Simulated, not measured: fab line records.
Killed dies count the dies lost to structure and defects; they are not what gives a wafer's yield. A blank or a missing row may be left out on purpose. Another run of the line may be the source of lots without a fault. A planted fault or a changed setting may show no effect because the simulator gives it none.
The tool behind it: which one?    flow sky130    21 wafers from 7 lots sampled at 2 of the route's 708 steps

== WHAT THE GAUGES SHOWED, per wafer ==
SKY_VT_ADJUST_LVTN_OVL_MEAS_18.
lot   measured      on          VT_ADJUST_LVTN_01_OVL (nm)
L632  day 8 01:16   overlay-01  -0.1 -0.3 -0.7
L637  day 9 08:54   overlay-01  - - -
L643  day 11 00:44  overlay-01  -0.9 1.6 -0.8
L645  day 11 18:23  overlay-02  -0.3 2.0 0.0
L648  day 12 20:17  overlay-01  0.5 -1.1 -2.2
L651  day 13 15:33  overlay-02  -2.1 -2.8 0.4
L654  day 14 08:39  overlay-02  -1.7 -0.9 0.0

== EACH LOT AND THE TOOL THAT RAN IT (in order: tool; ch and the chambers of the sampled wafers; start) ==
lot   SKY_VT_ADJUST_LVTN_COAT_13
L632  litho_track-02 ch 0, day 7 15:16
L637  litho_track-02, day 8 21:52
L643  litho_track-03 ch 0, day 10 13:02
L645  litho_track-04 ch 0, day 11 06:29
L648  litho_track-03 ch 0, day 12 08:21
L651  litho_track-03 ch 0, day 13 02:48
L654  litho_track-04 ch 0, day 13 19:25
- SKY_VT_ADJUST_LVTN_COAT_13: resist thk 1140 nm.

== THE ANSWER, worked out from the rows above alone ==
Rule: the usual values come from the lots themselves. Put in order of their means at a reading, lots are off if they are a third of the lots or fewer, leave a main group of 4 or more, and stand apart from it by a gap of 3 or more times the standard deviation of the main group's means; of several such gaps the widest counts. A main group is skipped when, at the precision printed for the reading in the tables above, its means are all equal. A lot without any number at a reading at which 4 lots or more have one is off too. All remaining lots with rows at the step are treated as sound.
Off: L637, seen at SKY_VT_ADJUST_LVTN_OVL_MEAS_18 (VT_ADJUST_LVTN_01_OVL). Without a number there: L637. Mean -0.5 nm and standard deviation 0.67 in the main group.
A tool fits if, at a process step before that reading, it ran every lot that is off, and no sound lot after the first of them. Those tools and the gauges at SKY_VT_ADJUST_LVTN_OVL_MEAS_18 are tried in the same way. One fits: SKY_VT_ADJUST_LVTN_COAT_13 on litho_track-02. Its last sound lot is L632 (day 7 15:16), its first lot that is off L637 (day 8 21:52): a fault that began between those two fits.

== WHAT WAS PUT IN BY THE SIMULATOR ==
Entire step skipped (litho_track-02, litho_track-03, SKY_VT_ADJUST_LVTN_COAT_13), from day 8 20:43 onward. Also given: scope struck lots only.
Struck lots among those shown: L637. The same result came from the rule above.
